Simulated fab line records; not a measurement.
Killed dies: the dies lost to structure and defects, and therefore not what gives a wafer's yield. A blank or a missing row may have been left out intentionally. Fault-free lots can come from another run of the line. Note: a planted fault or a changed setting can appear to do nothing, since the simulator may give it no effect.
Which tool was responsible? / flow gf180mcu / Sampling: 13 lots, 39 wafers, 2 of 602 route steps

WHAT EACH GAUGE READ, for each wafer
GF_POLY_GATE_THK_MEAS_17.
lot=L106; measured=day 9 21:53; on=filmMetro-02; POLY_GATE_OXIDATION_THK (nm)=4.04 4.03 3.97
lot=L107; measured=day 10 07:11; on=filmMetro-02; POLY_GATE_OXIDATION_THK (nm)=4.03 4.05 4.07
lot=L110; measured=day 11 03:57; on=filmMetro-01; POLY_GATE_OXIDATION_THK (nm)=4.11 4.07 4.04
lot=L111; measured=day 11 16:25; on=filmMetro-02; POLY_GATE_OXIDATION_THK (nm)=4.06 4.10 4.05
lot=L112; measured=day 11 19:45; on=filmMetro-03; POLY_GATE_OXIDATION_THK (nm)=3.90 3.90 4.00
lot=L113; measured=day 12 04:04; on=filmMetro-03; POLY_GATE_OXIDATION_THK (nm)=3.97 3.98 3.97
lot=L114; measured=day 12 07:59; on=filmMetro-03; POLY_GATE_OXIDATION_THK (nm)=4.07 4.05 4.05
lot=L115; measured=day 12 16:29; on=filmMetro-01; POLY_GATE_OXIDATION_THK (nm)=4.14 4.06 4.01
lot=L118; measured=day 13 11:29; on=filmMetro-01; POLY_GATE_OXIDATION_THK (nm)=3.89 3.88 3.93
lot=L120; measured=day 14 04:05; on=filmMetro-03; POLY_GATE_OXIDATION_THK (nm)=4.05 4.01 3.97
lot=L121; measured=day 14 09:10; on=filmMetro-03; POLY_GATE_OXIDATION_THK (nm)=3.92 3.81 3.87
lot=L126; measured=day 15 23:46; on=filmMetro-02; POLY_GATE_OXIDATION_THK (nm)=3.97 4.03 4.07
lot=L127; measured=day 16 07:36; on=filmMetro-03; POLY_GATE_OXIDATION_THK (nm)=4.06 3.98 3.95

GF_POLY_GATE_CD_MEAS_18.
lot=L106; measured=day 9 21:57; on=cdSem-01; cdNm (nm)=282.9 280.4 281.0
lot=L107; measured=day 10 07:24; on=cdSem-02; cdNm (nm)=281.9 281.2 279.5
lot=L110; measured=day 11 04:01; on=cdSem-02; cdNm (nm)=281.8 281.2 279.0
lot=L111; measured=day 11 16:30; on=cdSem-02; cdNm (nm)=278.6 279.5 279.1
lot=L112; measured=day 11 19:49; on=cdSem-02; cdNm (nm)=279.2 278.6 279.3
lot=L113; measured=day 12 04:08; on=cdSem-01; cdNm (nm)=281.5 279.7 281.1
lot=L114; measured=day 12 08:02; on=cdSem-01; cdNm (nm)=281.3 280.0 281.6
lot=L115; measured=day 12 16:35; on=cdSem-02; cdNm (nm)=281.1 279.9 281.4
lot=L118; measured=day 13 11:34; on=cdSem-02; cdNm (nm)=282.3 285.8 285.2
lot=L120; measured=day 14 04:09; on=cdSem-01; cdNm (nm)=281.9 277.6 279.9
lot=L121; measured=day 14 09:16; on=cdSem-02; cdNm (nm)=280.5 282.9 282.1
lot=L126; measured=day 15 23:50; on=cdSem-02; cdNm (nm)=278.8 282.6 282.4
lot=L127; measured=day 16 07:40; on=cdSem-02; cdNm (nm)=277.9 278.9 279.6

TOOL THAT RAN EACH LOT (tool first, then ch and the chambers of the sampled wafers, then the start)
The record shows no process step preceding these readings.

WHAT THE TOOLS THEMSELVES READ (means of the sampled wafers that have a number; where no wafer has one, the mark that the record gives instead)
The record holds no such reading with a usual standard deviation.

THE ANSWER, worked out from the rows above alone
Rule: the usual values come from the lots themselves. The widest of any qualifying gaps counts: lots, ordered by their means at a reading, are off when they make up no more than a third of the lots, leave a main group of 4 or more, and stand apart from it by 3 or more times the standard deviation of that group's means. A main group whose means are all the same, to the digits that the tables above print for the reading, isn't used. Also off: a lot with no number at a reading for which 4 or more lots have one. Any other lot the step has rows for is counted as sound. First the gauges in route order, then the tools' own readings, where a lot's mean is used as printed above. At the first step where some lot is off, the reading lying furthest off is the one used; lots without a number count as furthest.
Nothing can be told from this: no lot is off at any reading shown.

WHAT THE SIMULATOR HAD INSERTED
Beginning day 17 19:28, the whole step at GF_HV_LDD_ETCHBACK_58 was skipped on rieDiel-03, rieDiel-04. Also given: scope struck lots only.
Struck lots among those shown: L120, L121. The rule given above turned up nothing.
